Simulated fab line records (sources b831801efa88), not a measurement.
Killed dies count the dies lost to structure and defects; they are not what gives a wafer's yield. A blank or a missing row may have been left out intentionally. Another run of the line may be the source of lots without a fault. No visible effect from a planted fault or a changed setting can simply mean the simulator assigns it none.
What tool caused it? ; flow sfqLine ; Sampling: 14 lots, 42 wafers, 2 of 325 route steps

WHAT THE GAUGES READ, wafer by wafer
SFQ_M0_RS_MEAS_904: measurement is done with a four-point probe. Usual: for M0_NB_RS the level is 0.891 ohm/sq and the standard deviation is 0.0078.
lot;measured;on;M0_NB_RS (ohm/sq);flag
L270;day 9 12:50;filmMetro-01;0.870 0.872 0.873;
L271;day 9 20:00;filmMetro-04;0.885 0.887 0.880;
L272;day 9 23:40;filmMetro-04;0.905 0.896 0.905;
L273;day 10 04:32;filmMetro-03;0.890 0.896 0.889;
L274;day 10 06:58;filmMetro-03;0.887 0.883 0.889;
L275;day 10 14:52;filmMetro-01;0.886 0.882 0.889;
L277;day 10 22:50;filmMetro-04;0.895 0.899 0.898;
L278;day 11 01:15;filmMetro-01;0.897 0.897 0.893;
L280;day 11 11:52;filmMetro-03;0.905 0.900 0.893;
L284;day 12 22:48;filmMetro-03;0.894 0.890 0.888;
L285;day 13 06:01;filmMetro-03;1.330 1.323 1.326;OFF
L286;day 13 16:47;filmMetro-01;0.894 0.888 0.891;
L287;day 13 17:59;filmMetro-03;1.324 1.288 1.294;OFF
L292;day 15 20:08;filmMetro-03;0.878 0.905 0.892;

WHAT TOOL EACH LOT RAN ON (gives the tool, then ch and the chambers of the sampled wafers, and finally the start)
lot;SFQ_TRILAYER_M0_DEP_SPUTTER_019
L270;pvdSputter-05, day 9 12:43
L271;pvdSputter-05, day 9 19:55
L272;pvdSputter-03, day 9 23:31
L273;pvdSputter-03, day 10 04:26
L274;pvdSputter-04, day 10 06:50
L275;pvdSputter-04, day 10 14:46
L277;pvdSputter-05, day 10 22:44
L278;pvdSputter-04, day 11 01:08
L280;pvdSputter-04, day 11 11:46
L284;pvdSputter-03, day 12 22:41
L285;pvdSputter-04, day 13 05:53
L286;pvdSputter-03, day 13 16:41
L287;pvdSputter-04, day 13 17:54
L292;pvdSputter-03, day 15 20:01
- SFQ_TRILAYER_M0_DEP_SPUTTER_019: material Nb, target thk 200 nm, time 133.3 s.

WHAT THE TOOLS THEMSELVES READ (means of the sampled wafers that have a number; where no wafer has one, the mark that the record gives instead)
SFQ_TRILAYER_M0_DEP_SPUTTER_019. Usual: throttleValvePct 30.5 %, standard deviation 1.1.
lot;tool;throttleValvePct (%);flag
L270;pvdSputter-05;30.9;
L271;pvdSputter-05;31.3;
L272;pvdSputter-03;31.2;
L273;pvdSputter-03;30.5;
L274;pvdSputter-04;29.3;
L275;pvdSputter-04;29.3;
L277;pvdSputter-05;31.2;
L278;pvdSputter-04;29.6;
L280;pvdSputter-04;29.9;
L284;pvdSputter-03;30.9;
L285;pvdSputter-04;31.0;
L286;pvdSputter-03;31.0;
L287;pvdSputter-04;30.0;
L292;pvdSputter-03;30.6;

THE ANSWER, worked out from the rows above alone
Rule: take the mean of a lot's wafers that have a number; if it is more than 3 standard deviations from the usual mean, the lot is off. A lot without any number at a reading at which 4 lots or more have one is off too. All remaining lots with rows at the step are treated as sound. First the gauges in route order, then the tools' own readings, where a lot's mean is used as printed above. At the first step where some lot is off, the reading lying furthest off is the one used; lots without a number count as furthest.
Off: L285, L287, seen at SFQ_M0_RS_MEAS_904 (M0_NB_RS).
If a tool, at a process step before that reading, ran all the lots that are off and no sound lot after the first of them, it fits. Those tools and the gauges at SFQ_M0_RS_MEAS_904 are tried in the same way. One fits: pvdSputter-04 at SFQ_TRILAYER_M0_DEP_SPUTTER_019. Its last sound lot is L280 (day 11 11:46), its first lot that is off L285 (day 13 05:53): a fault that began between those two fits.

WHAT THE SIMULATOR PUT IN
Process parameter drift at SFQ_TRILAYER_M0_DEP_SPUTTER_019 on pvdSputter-04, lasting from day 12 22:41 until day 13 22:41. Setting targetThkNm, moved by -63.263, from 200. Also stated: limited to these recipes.
Struck lots among those shown: L285, L287. This agrees with what the rule above found.
